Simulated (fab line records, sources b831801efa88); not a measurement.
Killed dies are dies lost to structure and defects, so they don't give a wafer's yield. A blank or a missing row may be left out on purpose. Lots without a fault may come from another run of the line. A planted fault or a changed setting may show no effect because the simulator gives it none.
Which tool did it? | flow sky130 | 11 lots, 33 wafers sampled, at 5 steps of a route of 708

WHAT THE GAUGES READ, wafer by wafer
SKY_POLY_GATE_THK_MEAS_21. Usual: POLY_GATE_OXIDATION_THK 4.01 nm, standard deviation 0.075.
lot  | measured     | on            | POLY_GATE_OXIDATION_THK (nm) | flag
L642 | day 17 15:10 | film_metro-04 | 3.98 3.96 4.07               |
L641 | day 17 15:10 | film_metro-02 | 4.09 4.04 4.09               |
L644 | day 18 05:08 | film_metro-02 | 3.99 3.93 3.97               |
L645 | day 18 16:27 | film_metro-04 | 4.05 4.08 3.96               |
L648 | day 19 19:05 | film_metro-02 | 4.17 4.11 4.18               |
L651 | day 20 15:38 | film_metro-02 | 4.01 4.01 3.93               |
L652 | day 20 21:58 | film_metro-03 | 4.02 4.10 4.01               |
L653 | day 21 17:50 | film_metro-04 | 3.92 4.01 3.99               |
L658 | day 23 06:34 | film_metro-04 | 4.13 4.04 4.02               |
L661 | day 24 03:11 | film_metro-02 | 4.06 4.12 4.08               |
L662 | day 24 20:49 | film_metro-04 | 4.11 4.05 4.21               |

SKY_LDD_N_TW_MEAS_17. Usual: LDD_N_TW 2575, standard deviation 25.
lot  | measured     | on            | LDD_N_TW       | flag
L642 | day 18 23:10 | film_metro-03 | 2556 2553 2543 |
L641 | day 18 23:16 | film_metro-02 | 2602 2604 2605 |
L644 | day 19 13:50 | film_metro-03 | 2549 2555 2573 |
L645 | day 20 01:11 | film_metro-01 | 2618 2605 2608 |
L648 | day 21 03:35 | film_metro-01 | 2583 2596 2584 |
L651 | day 22 00:12 | film_metro-03 | 2663 2668 2669 | OFF
L652 | day 22 06:53 | film_metro-03 | 2653 2653 2660 | OFF
L653 | day 23 06:22 | film_metro-03 | 2555 2564 2562 |
L658 | day 24 14:40 | film_metro-01 | 2704 2699 2718 | OFF
L661 | day 25 10:44 | film_metro-03 | 2541 2553 2548 |
L662 | day 26 04:32 | film_metro-01 | 2611 2603 2596 |

WHICH TOOL RAN EACH LOT (tool, then ch and the chambers of the sampled wafers, then the start)
lot  | SKY_POLY_GATE_ETCH_15              | SKY_LDD_N_IMPLANT_10            | SKY_LDD_N_STRIP_16
L642 | rie_diel-03 ch 0,2,3, day 17 11:21 | implanter-01 ch 0, day 18 22:10 | plasma_asher-03 ch 0,1, day 18 23:04
L641 | rie_diel-01 ch 0,1,3, day 17 12:29 | implanter-03 ch 0, day 18 22:11 | plasma_asher-03 ch 0,1, day 18 23:10
L644 | rie_diel-03 ch 1,2,3, day 18 02:09 | implanter-01 ch 0, day 19 12:50 | plasma_asher-03 ch 0,1, day 19 13:44
L645 | rie_diel-03 ch 0,1,2, day 18 13:08 | implanter-01 ch 0, day 20 00:11 | plasma_asher-03 ch 0,1, day 20 01:04
L648 | rie_diel-01 ch 0,1,3, day 19 17:12 | implanter-03 ch 0, day 21 02:35 | plasma_asher-02 ch 1, day 21 03:29
L651 | rie_diel-03 ch 0,2, day 20 14:00   | implanter-02 ch 0, day 21 22:53 | plasma_asher-04 ch 0,1, day 22 00:06
L652 | rie_diel-04 ch 0,1,2, day 20 19:47 | implanter-03 ch 0, day 22 05:29 | plasma_asher-04 ch 0,1, day 22 06:47
L653 | rie_diel-01 ch 1,2,3, day 21 16:12 | implanter-01 ch 0, day 23 05:22 | plasma_asher-02 ch 0,1, day 23 06:16
L658 | rie_diel-04 ch 0,1, day 23 04:54   | implanter-01 ch 0, day 24 13:23 | plasma_asher-02 ch 0,1, day 24 14:35
L661 | rie_diel-01 ch 0,2,3, day 24 01:30 | implanter-01 ch 0, day 25 09:44 | plasma_asher-03 ch 0, day 25 10:38
L662 | rie_diel-03 ch 0,2, day 24 19:11   | implanter-01 ch 0, day 26 03:32 | plasma_asher-02 ch 0,1, day 26 04:26
- SKY_POLY_GATE_ETCH_15: etches BARC in N2/H2, stops on SiO2, time 118.5 s, target depth 110 nm.
- SKY_LDD_N_IMPLANT_10
- SKY_LDD_N_STRIP_16: strips in O2/N2.

WHAT THE TOOLS THEMSELVES READ (means of the sampled wafers that have a number; where no wafer has one, the mark that the record gives instead)
SKY_POLY_GATE_ETCH_15. Usual: drypump_motor_current_A 5.7 A, standard deviation 0.34; oes_product_au 0.716 a.u., standard deviation 0.0051; throttle_valve_pct 13.213 %, standard deviation 0.0089.
lot  | tool        | drypump_motor_current_A (A) | oes_product_au (a.u.) | throttle_valve_pct (%) | flag
L642 | rie_diel-03 | 5.8                         | 0.715                 | 13.207                 |
L641 | rie_diel-01 | 5.8                         | 0.721                 | 13.213                 |
L644 | rie_diel-03 | 5.8                         | 0.717                 | 13.216                 |
L645 | rie_diel-03 | 5.6                         | 0.716                 | 13.218                 |
L648 | rie_diel-01 | 5.8                         | 0.714                 | 13.211                 |
L651 | rie_diel-03 | 5.4                         | 0.717                 | 13.220                 |
L652 | rie_diel-04 | 5.6                         | 0.711                 | 13.221                 |
L653 | rie_diel-01 | 5.5                         | 0.720                 | 13.217                 |
L658 | rie_diel-04 | 5.6                         | 0.719                 | 13.222                 |
L661 | rie_diel-01 | 5.7                         | 0.722                 | 13.201                 |
L662 | rie_diel-03 | 5.5                         | 0.716                 | 13.217                 |

SKY_LDD_N_STRIP_16. Usual: drypump_motor_current_A 5.85 A, standard deviation 0.28; oes_product_au 0.407 a.u., standard deviation 0.0044; strip_time_to_endpoint_s 4.314 s, standard deviation 0.015.
lot  | tool            | drypump_motor_current_A (A) | oes_product_au (a.u.) | strip_time_to_endpoint_s (s) | flag
L642 | plasma_asher-03 | 5.64                        | 0.405                 | 4.314                        |
L641 | plasma_asher-03 | 5.63                        | 0.409                 | 4.317                        |
L644 | plasma_asher-03 | 5.63                        | 0.409                 | 4.317                        |
L645 | plasma_asher-03 | 5.64                        | 0.405                 | 4.320                        |
L648 | plasma_asher-02 | 6.32                        | 0.408                 | 4.324                        |
L651 | plasma_asher-04 | 5.82                        | 0.405                 | 4.538                        | OFF
L652 | plasma_asher-04 | 6.02                        | 0.405                 | 4.521                        | OFF
L653 | plasma_asher-02 | 6.13                        | 0.411                 | 4.301                        |
L658 | plasma_asher-02 | 6.11                        | 0.408                 | 4.520                        | OFF
L661 | plasma_asher-03 | 5.69                        | 0.405                 | 4.323                        |
L662 | plasma_asher-02 | 6.10                        | 0.409                 | 4.317                        |

THE ANSWER, worked out from the rows above alone
Rule: a lot is off if the mean of its wafers that have a number lies more than 3 standard deviations from the usual mean. A lot without any number at a reading at which 4 lots or more have one is off too. The other lots that the step has rows for count as sound. The gauges are gone through in route order, then the tools' own readings, and for those a lot's mean is taken as printed above. The first step at which some lot is off is used, and at that step the reading that is off furthest; a lot without a number counts as furthest.
Off: L651, L652, L658, at SKY_LDD_N_TW_MEAS_17 (LDD_N_TW).
A tool fits if, at a process step before that reading, it ran every lot that is off, and no sound lot after the first of them. The gauges at SKY_LDD_N_TW_MEAS_17 aren't tried: what is off there is off at SKY_LDD_N_STRIP_16 too, on other tools, and a gauge's error can't cause that. None of those tried fits.

WHAT THE SIMULATOR HAD PUT IN
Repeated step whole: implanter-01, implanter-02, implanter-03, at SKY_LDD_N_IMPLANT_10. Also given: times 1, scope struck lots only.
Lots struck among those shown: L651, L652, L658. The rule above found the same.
